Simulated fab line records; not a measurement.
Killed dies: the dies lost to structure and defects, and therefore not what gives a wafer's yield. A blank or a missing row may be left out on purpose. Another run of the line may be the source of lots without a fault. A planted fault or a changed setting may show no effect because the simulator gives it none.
Struck lot and sound lot, side by side | flow sky130 | 36 steps out of a route of 708
Sound: the wafers L228.1, L228.3, L228.6. Wafers L214.3, L214.5, L214.6 were the ones struck. The cause comes at the end.
Order at every step that has rows: each side's tool, ch and its chambers, its first start. Under that, the readings that differ: sound wafers | struck wafers | difference of the means | sigmas: that difference in standard deviations of wafers without a fault.
alike: readings whose means differ by less than 2 such deviations, and words and numbers that are the same on both sides. not compared: withheld readings, readings that some wafer has no value for, bounds like >300 that may hide the same value, and numbers for which the record gives no deviation and whose values overlap.
Wherever a step has rows on one side only, a row that says differs or no value, or a row with sigmas, the two part there. Numbers that don't overlap but have no deviation are shown without sigmas and don't part them. A reading missing from all wafers of one side parts the sides only when that side holds two or more wafers.

first, 10 steps without rows for these wafers: SKY_POLY_CUT_ETCH_10 (etches BARC in N2/H2, stops on SiO2, time 45.9 s, target depth 60 nm); SKY_POLY_CUT_ETCH_11 (etches Si3N4 in CF4/CH2F2/Ar, stops on poly-Si, time 42.5 s, target depth 60 nm); SKY_POLY_CUT_STRIP_12 (strips in O2/N2); SKY_SD_P_DEHYDRATE_00 (time 60 s); SKY_SD_P_HMDS_01 (prime time 60 s); SKY_SD_P_COAT_02 (resist thk 1140 nm); SKY_SD_P_SOFTBAKE_03 (time 60 s); SKY_SD_P_EXPOSE_04 (exposes mask PSDM, target cd 380 nm); SKY_SD_P_PEB_05; SKY_SD_P_DEVELOP_06 (develop time 60 s).
SKY_SD_P_IMPLANT_09:
  sound on implanter-03 ch 0, day 32 05:34; struck on implanter-04 ch 0, day 27 22:31
  alike: doseIonsCm2, tiltDeg
SKY_SD_P_STRIP_10: strips in O2/N2.
  sound on plasmaAsher-02 ch 0,1, day 32 05:43; struck on plasmaAsher-02 ch 0,1, day 27 22:38
reading                  | sound             | struck            | difference | sigmas
stripTimeToEndpointS (s) | 17.44 17.52 17.43 | 17.23 17.25 17.23 | -0.23      | -6
  alike: chamberPressureMTorr, drypumpMotorCurrentA, oesProductAu
  not compared: rfHoursCounterH
SKY_SD_P_TW_MEAS_11:
  sound on filmMetro-01, day 32 05:49; struck on filmMetro-03, day 27 22:44
reading | sound          | struck         | difference | sigmas
SD_P_TW | 2838 2833 2848 | 2798 2779 2777 | -55        | -3
then, 21 steps without rows for these wafers: SKY_RES_XHIGH_DEHYDRATE_00 (time 60 s); SKY_RES_XHIGH_HMDS_01 (prime time 60 s); SKY_RES_XHIGH_COAT_02 (resist thk 1140 nm); SKY_RES_XHIGH_SOFTBAKE_03 (time 60 s); SKY_RES_XHIGH_EXPOSE_04 (exposes mask URPM, target cd 1270 nm); SKY_RES_XHIGH_PEB_05; SKY_RES_XHIGH_DEVELOP_06 (develop time 60 s); SKY_RES_XHIGH_IMPLANT_07; SKY_RES_XHIGH_STRIP_08 (strips in O2/N2); SKY_SD_N_DEHYDRATE_00 (time 60 s); SKY_SD_N_HMDS_01 (prime time 60 s); SKY_SD_N_COAT_02 (resist thk 1140 nm); SKY_SD_N_SOFTBAKE_03 (time 60 s); SKY_SD_N_EXPOSE_04 (exposes mask NSDM, target cd 380 nm); SKY_SD_N_PEB_05; SKY_SD_N_DEVELOP_06 (develop time 60 s); SKY_SD_N_IMPLANT_09; SKY_SD_N_IMPLANT_10; SKY_SD_N_STRIP_11 (strips in O2/N2); SKY_SD_N_CLEAN_13 (cleans in SC1/SC2, time 150 s); SKY_SD_N_RTA_14 (time 2 s).
-- the record jumps here: 2 days lie between the struck wafers' starts before and after --
SKY_SD_N_RS_MEAS_17: the measuring method here is four-point-probe.
  sound on filmMetro-04, day 34 11:01; struck on filmMetro-04, day 30 07:54
reading          | sound             | struck            | difference | sigmas
SD_P_RS (ohm/sq) | 147.3 147.1 147.1 | 149.0 149.0 148.9 | +1.8       | +5
-- the record jumps here: 17 days lie between the struck wafers' starts before and after (it left off in module SD_N and takes up again in module PAD_OPEN, whose first step shown is number 708 of the route) --
SKY_PAD_OPEN_PROBE_99:
  sound on prober-01, day 50 10:58; struck on prober-02, day 47 16:09
reading                                    | sound                  | struck             | difference | sigmas
killedAtOther                              | 0 0 0                  | 0 1 2              | +1         | +2
model.etest.resHighPo.lineOhmUm            | 745.1 757 762.9        | 849.9 856.4 871.5  | +104.3     | 
model.etest.liconHighPo.rcOhm              | 352.2 346.9 352.1      | 429.6 451.2 446.9  | +92.2      | 
model.etest.resPdiff.lineOhmUm             | 1360 1328 1320         | 1405 1426 1454     | +92        | 
model.etest.resHighPo.rsOhmSq              | 260.2 263.6 263.5      | 294.5 299.9 301.1  | +36.1      | 
model.etest.resHighPo.rsOhmSqRange         | 3.834 4.526 2.912      | 34.59 35.52 38.25  | +32.36     | 
model.etest.resHighPo.rsOhmSqRimLessCentre | 0.5275 -1.025 -0.01953 | -14.6 -15.7 -15.91 | -15.2      | 
model.etest.resPdiffHv.rsOhmSq             | 192.6 192.9 192.5      | 200.9 203 200.8    | +8.9       | 
  alike: killed_at_M0_to_M3, killed_at_M4_up, killedAtContacts, killedAtFrontEnd, killedDies, killedOpen, killedShort
  not compared: model.etest.liconPdiff.rcOhm

## WHERE THEY PART
Last at SKY_PAD_OPEN_PROBE_99 as far as this record goes, first at SKY_SD_P_STRIP_10.

WHY: what the simulator had put in
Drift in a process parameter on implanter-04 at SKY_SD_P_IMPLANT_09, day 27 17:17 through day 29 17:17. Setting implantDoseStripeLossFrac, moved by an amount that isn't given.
